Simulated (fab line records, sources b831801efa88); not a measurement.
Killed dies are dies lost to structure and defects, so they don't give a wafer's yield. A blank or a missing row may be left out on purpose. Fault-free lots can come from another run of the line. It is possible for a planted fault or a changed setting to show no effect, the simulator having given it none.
8D (eight disciplines) problem report, filled in by code -- flow gf180mcu -- the parts of the form that need people (team, actions taken, sign-off) are left out

## 1. WHAT IS WRONG
runLengthS at GF_STI_ETCH_14 reads a mean of 126.0 s on 4 wafers of 3 lots; wafers without a fault read 131.4 s with a standard deviation of 0.42. That puts it -13 standard deviations away from the usual mean.
The step: etches Si in HBr/Cl2/O2, target depth 360 nm, time 102.9 s.
Earliest sighting: wafer L707.3 on rieSi-01 at day 5 22:10. The record has a number at this step for 19 wafers belonging to 7 lots. The rule behind "out" and "out of limits": a value lying over 4 standard deviations away from the usual mean. Any other wafer with a number is counted as sound.

## 2. WHAT IT IS AND WHAT IT IS NOT
question,is,is not
which readings at this step,runLengthS,"oesProductAu, throttleValvePct"
which lots,"L707, L708, L709","L696, L700, L711, L712"
which wafers of those lots,"L707.3, L708.3, L709.2, L709.3","L707.1, L708.5, L708.6"
read on which tools,rieSi-01,rieSi-02
when,from day 5 22:10,"up to then (7 sound wafers); but 8 sound wafers of L708, L711, L712 came after"

## 3. THE SUSPECTS, EACH WITH WHAT RULES IT OUT
Counting: any tool at a process step up to the reading remains a suspect provided it ran every lot that is out. Sound lots after the first of them don't rule it out here, since some wafers of a struck lot are sound.
- rieSi-01 at GF_STI_ETCH_14 (etches Si in HBr/Cl2/O2, target depth 360 nm, time 102.9 s): kept. Every lot that is out went through it, the first being L707 (day 5 22:10); the last sound lot it ran before that was L700 (day 4 10:52). Out on those wafers are its own readings of runLengthS.
After counting, what remains is rieSi-01 at GF_STI_ETCH_14.

## 4. THE CAUSE (what the simulator had put in)
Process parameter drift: rieSi-01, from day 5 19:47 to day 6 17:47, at GF_STI_ETCH_14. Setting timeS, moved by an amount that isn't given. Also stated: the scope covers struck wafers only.
Counting left only this tool.

## 5. THE EFFECT CHAIN, in route order
One row per reading whose mean, taken over the struck wafers that have a number, lies over 3 standard deviations from the usual. Scope: only readings with a usual standard deviation given in the record; hours: median across lots of the time from each lot's start at the first step in this table that gives one to its start at this step; sigmas: change in usual standard deviations.
hours,step,reading,usual,on struck wafers,change,sigmas
0,GF_STI_ETCH_14,runLengthS,131.4 s,126.0,-5.4,-13
The process steps in it:
- GF_STI_ETCH_14: etches Si in HBr/Cl2/O2, target depth 360 nm, time 102.9 s.

## 6. WHAT WOULD HAVE CAUGHT IT SOONER
The fault began at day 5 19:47; the first out-of-limits reading in this record came at day 5 22:10, 2 hours later.
